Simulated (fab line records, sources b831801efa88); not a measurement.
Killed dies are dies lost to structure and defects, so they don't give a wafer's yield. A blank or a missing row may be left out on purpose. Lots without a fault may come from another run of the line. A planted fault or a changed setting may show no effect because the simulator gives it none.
Chamber matching | flow gf180mcu | GF_V5_CVD_02 on pecvd-04: 3 sister chambers
The step deposits SiO2 from TEOS, target thk 1450 nm, time 163.28 s. 3 wafers are shown with their chamber, then 9 later ones without.

WAFERS WITH THEIR CHAMBER
wafer  | chamber | heater_power_w (W)
L091.1 | 0       | 736
L091.3 | 2       | 460
L091.5 | 1       | 714

WAFERS WITHOUT THEIR CHAMBER
wafer  | heater_power_w (W)
L093.4 | 571
L093.5 | 599
L093.6 | 721
L096.2 | 471
L096.3 | 702
L096.4 | 590
L097.3 | 699
L097.4 | 724
L097.5 | 607

WHICH CHAMBER EACH WENT THROUGH
wafer  | from the rows above          | in truth
L093.4 | can't be placed: 2 or 1 or 0 | 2
L093.5 | can't be placed: 1 or 0 or 2 | 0
L093.6 | can't be placed: 1 or 0      | 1
L096.2 | 2                            | 2
L096.3 | can't be placed: 1 or 0      | 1
L096.4 | can't be placed: 1 or 2 or 0 | 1
L097.3 | can't be placed: 1 or 0      | 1
L097.4 | can't be placed: 1 or 0      | 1
L097.5 | can't be placed: 1 or 0 or 2 | 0
Placed correctly: 1 of 9. Can't be placed from these rows: 8 (the true chamber is among the candidates in 8). Placed wrongly: 0.
How it was worked out, from the rows above alone: a wafer's distance from a chamber is the root of the sum, over the readings, of the square of ((its reading less the chamber's mean) divided by the reading's scatter). The wafer belongs to the nearest chamber; if the next one is less than 2 further off, it can't be placed. A chamber's mean is the mean of its shown wafers. The scatter: with one shown wafer a chamber, the root of the mean of the squares of how far each hidden wafer lies from its nearest shown one.
